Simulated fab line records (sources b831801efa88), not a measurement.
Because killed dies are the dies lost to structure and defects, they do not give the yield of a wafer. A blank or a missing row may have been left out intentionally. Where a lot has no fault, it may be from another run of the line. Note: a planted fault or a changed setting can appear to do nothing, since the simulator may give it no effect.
Struck lot and sound lot, side by side ; flow sky130 ; 16 steps out of a route of 708
Sound: these wafers, L843.2, L843.3, L843.4. Wafers L852.3, L852.4 were the ones struck. At the end, the cause is stated.
Order at every step that has rows: each side's tool, ch and its chambers, its first start. Under that, the readings that differ: sound wafers ; struck wafers ; difference of the means ; sigmas: that difference in standard deviations of wafers without a fault.
alike: words and numbers the same on both sides, and readings whose means are apart by under 2 such deviations; not compared: readings that were withheld, readings missing a value for some wafer, numbers with overlapping values and no deviation given by the record, and bounds like >300 which may hide the same value.
The two part at a step that has a row with sigmas, a row that says differs or no value, or rows on one side only. Numbers that don't overlap but have no deviation are shown without sigmas and don't part them. A reading that every wafer of one side lacks parts them only if that side has two wafers or more.

first, 2 steps without rows for these wafers: SKY_METAL4_PEB_11; SKY_METAL4_DEVELOP_12 (develop time 60 s).
SKY_METAL4_CD_MEAS_13 targets a cd of 300 nm.
  struck on cd sem-01, day 45 09:23; sound on cd sem-02, day 42 07:29
  alike: cd nm
SKY_METAL4_OVL_MEAS_14:
  struck on overlay-01, day 45 09:29; sound on overlay-02, day 42 07:35
reading;sound;struck;difference;sigmas
METAL4_OVL (nm);10 10 7;-3 -8;-14;-2
SKY_METAL4_DESCUM_15: chemistry O2, time 8 s.
  sound on rie metal-03 ch 0,1, day 42 07:37; struck on rie metal-03 ch 0,1, day 45 09:31
  alike: drypump motor current A, oes product au, temp c
  not compared: rf hours counter h
SKY_METAL4_ETCH_16: etches BARC in N2/H2, stops on SiO2, time 88.2 s, target depth 60 nm.
  sound on rie metal-03 ch 0,1, day 42 07:38; struck on rie metal-03 ch 0,1, day 45 09:34
  alike: drypump motor current A, h2 flow sccm, n2 flow sccm, oes product au, throttle valve pct
  not compared: rf hours counter h
SKY_METAL4_ETCH_17: etches SiO2 in C4F8/O2/Ar, stops on TiN, time 3.9 s, target depth 15 nm.
  sound on rie diel-04 ch 1,2,3, day 42 07:44; struck on rie diel-02 ch 1,2, day 45 09:38
  alike: oes product au
then, 1 step without rows for these wafers: SKY_METAL4_METAL_ETCH_18 (etches the open film in Cl2/BCl3, stops on SiO2, target depth 845 nm, time 183.1 s).
SKY_METAL4_STRIP_19: strips in O2/N2.
  sound on plasma asher-03 ch 0,1, day 42 07:56; struck on plasma asher-03 ch 0,1, day 45 09:52
  alike: drypump motor current A, n2 flow sccm, oes product au, strip time to endpoint s
  not compared: rf hours counter h
then, 3 steps without rows for these wafers: SKY_METAL4_STRIP_20 (strips in post etch residue remover, time 1200 s); SKY_METAL4_CLEAN_21 (cleans in IPA, time 180 s); SKY_METAL4_CLEAN_22 (cleans in O3/DIW).
SKY_VIA4_HDPCVD_00: deposits SiO2, target thk 1750 nm, time 291.7 s.
  sound on hdpcvd-01 ch 1,2, day 42 08:33; struck on hdpcvd-02 ch 0,1, day 45 10:31
reading;sound;struck;difference;sigmas
run length s (s);320.6 319.6 319.7;346.4 344.7;+25.6;+39
model.SiO2_of_VIA4_HDPCVD_00.thk nm (nm);1769 1768 1769;1901 1900;+132;
  alike: susceptor temp C
SKY_VIA4_THK_MEAS_01:
  struck on film metro-03, day 45 11:01; sound on film metro-01, day 42 08:44
reading;sound;struck;difference;sigmas
VIA4_HDPCVD_THK (nm);1770 1768 1768;1902 1901;+133;+8
  not compared: hold
SKY_VIA4_CMP_02: polishes SiO2.
  sound on cmp-01 ch 0,2,3, day 42 08:56; struck on cmp-02 ch 0,2, day 45 15:35
reading;sound;struck;difference;sigmas
hold;- - -;await dispo/4.5h/release await dispo/4.5h/release;no value on the sound wafers;
  alike: motor current A
-- the record jumps here: 3 days lie between the struck wafers' starts before and after (it left off in module VIA4 and takes up again in module PAD_OPEN, whose first step shown is number 708 of the route) --
SKY_PAD_OPEN_PROBE_99:
  struck on prober-01, day 48 23:58; sound on prober-02, day 46 06:57
reading;sound;struck;difference;sigmas
hold;- - -;await dispo/1.2h/release await dispo/1.2h/release;no value on the sound wafers;
killed short;28 36 46;20 29;-12;-2
sort_bin_5_function (%);9.3 10.6 11.6;6.5 8.3;-3.1;-2
  alike: defect limited yield, killed_at_M0_to_M3, killed_at_M4_up, killed at contacts, killed at front end, killed at other, killed dies, killed on rim, killed open, sort_bin_3_pad_short, sort_bin_6_memory, sort n pass, sort yield pct

WHERE THEY PART
At SKY_METAL4_OVL_MEAS_14 first; at SKY_PAD_OPEN_PROBE_99 last (within this record only).

WHY: what had been put in by the simulator
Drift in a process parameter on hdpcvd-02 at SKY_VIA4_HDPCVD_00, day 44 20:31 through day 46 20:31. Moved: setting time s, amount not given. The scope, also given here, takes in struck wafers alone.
